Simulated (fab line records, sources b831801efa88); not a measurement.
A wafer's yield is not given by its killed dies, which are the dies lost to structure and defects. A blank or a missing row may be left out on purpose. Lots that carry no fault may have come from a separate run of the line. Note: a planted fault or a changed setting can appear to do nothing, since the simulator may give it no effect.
What tool caused it? | flow sky130 | 30 wafers from 10 lots sampled at 2 of the route's 708 steps

== WHAT EACH GAUGE READ, for each wafer ==
SKY_METAL5_RS_MEAS_05: measures by four-point-probe.
lot  | measured     | on            | METAL5_ALCU_RS (ohm/sq)
L893 | day 43 14:47 | film-metro-02 | 0.02723 0.02676 0.02708
L894 | day 43 15:54 | film-metro-04 | 0.02693 0.02715 0.02713
L903 | day 46 03:37 | film-metro-04 | 0.02745 0.02745 0.02758
L905 | day 47 02:23 | film-metro-04 | 0.02749 0.02747 0.02752
L907 | day 47 08:35 | film-metro-04 | 0.02744 0.0332 0.02727
L906 | day 47 10:21 | film-metro-02 | 0.02711 0.02677 0.02677
L909 | day 47 19:40 | film-metro-02 | 0.02719 0.02703 0.02722
L911 | day 48 07:28 | film-metro-01 | 0.03244 0.02695 0.03233
L912 | day 48 10:28 | film-metro-02 | 0.02748 0.03332 0.02733
L913 | day 48 14:35 | film-metro-02 | 0.02699 0.02726 0.02705

== EACH LOT AND THE TOOL THAT RAN IT (in order: tool; ch and the chambers of the sampled wafers; start) ==
lot  | SKY_METAL5_SPUTTER_02
L893 | pvd-sputter-01, day 43 14:40
L894 | pvd-sputter-03, day 43 15:46
L903 | pvd-sputter-03, day 46 03:28
L905 | pvd-sputter-03, day 47 02:16
L907 | pvd-sputter-03, day 47 08:28
L906 | pvd-sputter-01, day 47 10:10
L909 | pvd-sputter-04, day 47 19:31
L911 | pvd-sputter-03, day 48 07:22
L912 | pvd-sputter-03, day 48 10:20
L913 | pvd-sputter-01, day 48 14:28
- SKY_METAL5_SPUTTER_02: material AlCu, target thk 1150 nm, time 61.2 s.

== THE ANSWER, worked out from the rows above alone ==
Rule: the lots themselves supply what counts as usual. The widest of any qualifying gaps counts: lots, ordered by their means at a reading, are off when they make up no more than a third of the lots, leave a main group of 4 or more, and stand apart from it by 3 or more times the standard deviation of that group's means. The tables above print the reading to a certain number of digits; a main group whose means all agree to those digits is not used. Also off: a lot with no number at a reading for which 4 or more lots have one. All remaining lots with rows at the step are treated as sound.
Off: L907, L911, L912, at SKY_METAL5_RS_MEAS_05 (METAL5_ALCU_RS). Mean 0.02717 ohm/sq and standard deviation 0.00022 in the main group.
A tool fits if, at a process step before that reading, it ran every lot that is off, and no sound lot after the first of them. Those tools and the gauges at SKY_METAL5_RS_MEAS_05 are tried in the same way. One fits: SKY_METAL5_SPUTTER_02 on pvd-sputter-03. Its last sound lot is L905 (day 47 02:16), its first lot that is off L907 (day 47 08:28): a fault that began between those two fits.

== WHAT THE SIMULATOR PUT IN ==
Site profile drift: pvd-sputter-03, from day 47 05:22 on, at SKY_METAL5_SPUTTER_02. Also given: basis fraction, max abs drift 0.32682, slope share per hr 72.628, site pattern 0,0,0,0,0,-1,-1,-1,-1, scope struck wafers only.
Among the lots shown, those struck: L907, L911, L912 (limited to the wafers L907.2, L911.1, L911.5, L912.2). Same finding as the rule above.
